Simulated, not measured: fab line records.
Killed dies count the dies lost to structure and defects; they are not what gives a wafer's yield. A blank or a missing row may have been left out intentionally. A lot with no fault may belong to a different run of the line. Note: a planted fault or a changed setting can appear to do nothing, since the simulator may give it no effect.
Struck lot and sound lot, side by side + flow sfq_line + 14 steps out of a route of 325
Sound: the wafers L585.1, L585.3, L585.6. Struck: wafer L597.2. (L597.3, L597.5 of the same lot were not struck and are left out.) The cause comes at the end.
Each step with rows lists, per side, the tool, then ch with its chambers, then its first start. Under that, the readings that differ: sound wafers + struck wafers + difference of the means + sigmas: that difference in standard deviations of wafers without a fault.
alike: words and numbers the same on both sides, and readings whose means are apart by under 2 such deviations; not compared: readings that were withheld, readings missing a value for some wafer, numbers with overlapping values and no deviation given by the record, and bounds like >300 which may hide the same value.
A row with sigmas, a row that says differs or no value, or rows on one side alone: a step with any of these is where the two part. Numbers that don't overlap but have no deviation are shown without sigmas and don't part them. Lack of a reading on every wafer of one side parts them only where that side has two or more wafers.

first, 1 step without rows for these wafers: SFQ_TRILAYER_M2_STRIP_SOLV_CLEAN_062 (cleans in NMP, time 600 s).
SFQ_TRILAYER_I2_DEP_PECVD_063: deposits SiO2 from SiH4/N2O, time 111.11 s, target thk 500 nm.
  sound on pecvd-01 ch 0,1,2, day 15 22:47; struck on pecvd-03 ch 2, day 35 08:50
| reading                | sound          | struck | difference | sigmas |
|------------------------|----------------|--------|------------|--------|
| throttle_valve_pct (%) | 23.6 20.6 23.0 | 27.3   | +4.9       | +3     |
  alike: chamber_pressure_Torr, heater_power_w
SFQ_TRILAYER_I2_CMP_CMP_064: polishes SiO2.
  sound on cmp-01 ch 1,3, day 16 00:04; struck on cmp-02 ch 0, day 35 14:56
  alike: motor_current_A, time_to_endpoint_s
SFQ_I2_BOW_MEAS_917:
  sound on film_metro-01 at day 16 03:04; struck on film_metro-04 at day 35 17:27
  alike: I2_BOW
SFQ_TRILAYER_I2_METRO_MEASURE_065:
  sound on film_metro-01 at day 16 03:11; struck on film_metro-04 at day 35 17:45
  alike: thk_nm
then, 6 steps without rows for these wafers: SFQ_TRILAYER_I2_VIA_LITHO_COAT_072 (resist thk 62 nm); SFQ_TRILAYER_I2_VIA_LITHO_COAT_067 (resist thk 650 nm); SFQ_TRILAYER_I2_VIA_LITHO_SOFTBAKE_071; SFQ_TRILAYER_I2_VIA_LITHO_EXPOSE_068 (exposes mask I2, target cd 500 nm); SFQ_TRILAYER_I2_VIA_LITHO_PEB_070 (peb time 60 s); SFQ_TRILAYER_I2_VIA_LITHO_DEVELOP_069 (time 60 s).
-- the record jumps here: 5 days lie between the struck wafers' starts before and after --
SFQ_I2_OVL_MEAS_918:
  sound on overlay-01 at day 20 16:20; struck on overlay-01 at day 41 00:22
  alike: I2_OVL
SFQ_TRILAYER_I2_VIA_BARC_OPEN_VIA_ETCH_096: etches BARC in O2, target depth 125 nm, time 41.7 s.
  sound on rie_diel-02 ch 1,3, day 20 16:22; struck on rie_diel-02 ch 0, day 41 00:24
| reading                        | sound             | struck | difference | sigmas      |
|--------------------------------|-------------------|--------|------------|-------------|
| chamber_pressure_mTorr (mTorr) | 30.01 29.98 30.03 | 36.03  | +6.02      | +99 or more |
  alike: drypump_motor_current_A, oes_product_au
  not compared: rf_hours_counter_h
SFQ_TRILAYER_I2_VIA_ETCH_VIA_ETCH_070: etches SiO2 in CHF3, stops on Nb, target depth 260 nm.
  sound on rie_diel-02 ch 1,3, day 20 16:25; struck on rie_diel-02 ch 0, day 41 00:26
  alike: chamber_pressure_mTorr, drypump_motor_current_A, oes_product_au

== WHERE THEY PART ==
Earliest at SFQ_TRILAYER_I2_DEP_PECVD_063; latest, in this record, at SFQ_TRILAYER_I2_VIA_BARC_OPEN_VIA_ETCH_096. Later steps at which nothing parts them and some readings are alike: SFQ_TRILAYER_I2_VIA_ETCH_VIA_ETCH_070.

WHY: what had been put in by the simulator
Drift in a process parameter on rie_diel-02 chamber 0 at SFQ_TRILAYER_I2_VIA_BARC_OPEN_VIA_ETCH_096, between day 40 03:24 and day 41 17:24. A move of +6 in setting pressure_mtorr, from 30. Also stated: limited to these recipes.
